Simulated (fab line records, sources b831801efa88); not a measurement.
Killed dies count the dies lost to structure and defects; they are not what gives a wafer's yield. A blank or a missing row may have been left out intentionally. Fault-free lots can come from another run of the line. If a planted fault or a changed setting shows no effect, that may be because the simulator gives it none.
Chamber matching -- flow gf180mcu -- 4 sister chambers for GF_PASSIVATION_ETCH_11 on rie diel-02
The step etches the open film in CF4/O2, stops on TiN, target depth 2040 nm, time 453.3 s. 14 wafers are shown with their chamber, then 7 later ones without.

== WAFERS WITH THEIR CHAMBER ==
wafer,chamber,drypump motor current A (A),oes product au (a.u.),throttle valve pct (%)
L623.2,1,5.69,0.992,5.962
L623.4,3,4.94,0.974,5.947
L623.6,1,5.68,0.990,5.969
L624.1,2,5.38,0.989,5.960
L624.2,0,5.00,0.985,5.961
L624.6,2,5.40,0.990,5.965
L628.1,2,5.41,0.990,5.978
L628.5,0,5.00,0.998,5.972
L628.6,3,4.92,0.993,5.953
L633.2,2,5.43,0.992,5.982
L633.4,3,4.92,0.982,5.978
L633.5,0,4.99,0.995,5.984
L635.1,0,5.00,0.995,5.974
L635.4,1,5.71,0.986,5.957

SIGNATURES (means of the wafers above)
reading,chamber 0,chamber 1,chamber 2,chamber 3,scatter within a chamber
drypump motor current A,4.9975,5.6933,5.4050,4.9267,0.0145
oes product au,0.99325,0.98933,0.99025,0.98300,0.0055
throttle valve pct,5.97275,5.96267,5.97125,5.95933,0.011
Rule: a wafer's distance from a chamber is the root of the sum, over the readings, of the square of ((its reading less the chamber's mean) divided by the reading's scatter). The wafer belongs to the nearest chamber; if the next one is less than 2 further off, it can't be placed. The scatter: take each reading less its chamber's mean, square it, sum over the shown wafers, divide by the number of wafers less the number of chambers, and take the root.

== WAFERS WITHOUT THEIR CHAMBER ==
wafer,drypump motor current A (A),oes product au (a.u.),throttle valve pct (%)
L635.5,5.42,0.993,5.956
L639.1,5.73,0.995,5.982
L639.2,4.93,0.988,5.970
L639.3,4.98,0.992,5.962
L646.2,5.72,0.992,5.961
L646.4,5.00,0.979,5.950
L646.6,5.41,0.985,5.966

== THE CHAMBER EACH PASSED THROUGH ==
wafer,from the rows above,in truth
L635.5,2,2
L639.1,1,1
L639.2,3,3
L639.3,0,0
L646.2,1,1
L646.4,can't be placed: 0 or 3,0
L646.6,2,2
Placed correctly: 6 of 7. Can't be placed from these rows: 1 (the true chamber is among the candidates in 1). Wrongly placed: 0.
